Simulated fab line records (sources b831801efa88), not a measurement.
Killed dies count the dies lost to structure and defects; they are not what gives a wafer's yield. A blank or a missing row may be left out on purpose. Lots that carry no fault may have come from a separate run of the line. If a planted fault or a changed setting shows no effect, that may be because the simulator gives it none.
Chamber matching + flow gf180mcu + GF_V4_CMP_26 on cmp-02 has 4 sister chambers
The step polishes, stops on SiO2, t overpolish 15 s, target thk 0 nm. 4 wafers are shown with their chamber, then 12 later ones without.

WAFERS WITH THEIR CHAMBER
| wafer  | chamber | time to endpoint s (s) |
|--------|---------|------------------------|
| L089.2 | 1       | 83                     |
| L092.2 | 0       | 88                     |
| L092.5 | 2       | 85                     |
| L092.6 | 3       | 85                     |

WAFERS MISSING THEIR CHAMBER
| wafer  | time to endpoint s (s) |
|--------|------------------------|
| L093.2 | 84                     |
| L093.3 | 82                     |
| L093.4 | 82                     |
| L094.2 | 83                     |
| L094.3 | 83                     |
| L094.6 | 84                     |
| L094.1 | 85                     |
| L094.4 | 83                     |
| L094.5 | 86                     |
| L097.1 | 86                     |
| L097.3 | 89                     |
| L097.4 | 86                     |

WHICH CHAMBER EACH WENT THROUGH
| wafer  | from the rows above          | in truth                   |
|--------|------------------------------|----------------------------|
| L093.2 | can't be placed: 1 or 2 or 3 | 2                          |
| L093.3 | 1                            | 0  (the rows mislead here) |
| L093.4 | 1                            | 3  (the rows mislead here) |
| L094.2 | 1                            | 1                          |
| L094.3 | 1                            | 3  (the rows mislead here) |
| L094.6 | can't be placed: 1 or 2 or 3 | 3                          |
| L094.1 | can't be placed: 2 or 3      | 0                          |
| L094.4 | 1                            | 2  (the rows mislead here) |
| L094.5 | can't be placed: 2 or 3 or 0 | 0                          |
| L097.1 | can't be placed: 2 or 3 or 0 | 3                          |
| L097.3 | 0                            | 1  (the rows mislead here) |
| L097.4 | can't be placed: 2 or 3 or 0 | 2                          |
1 of 12 placed correctly. From these rows, 6 cannot be placed; in 5 the true chamber is one of the candidates. 5 placed wrongly.
How it was worked out, from the rows above alone: a wafer's distance from a chamber is the root of the sum, over the readings, of the square of ((its reading less the chamber's mean) divided by the reading's scatter). If the next closest chamber is less than 2 further off than the closest, the wafer can't be placed; otherwise it belongs to the closest. A chamber's mean is the mean of its shown wafers. The scatter (one wafer shown for each chamber): square how far every hidden wafer sits from the nearest shown wafer, average those squares and take the square root.
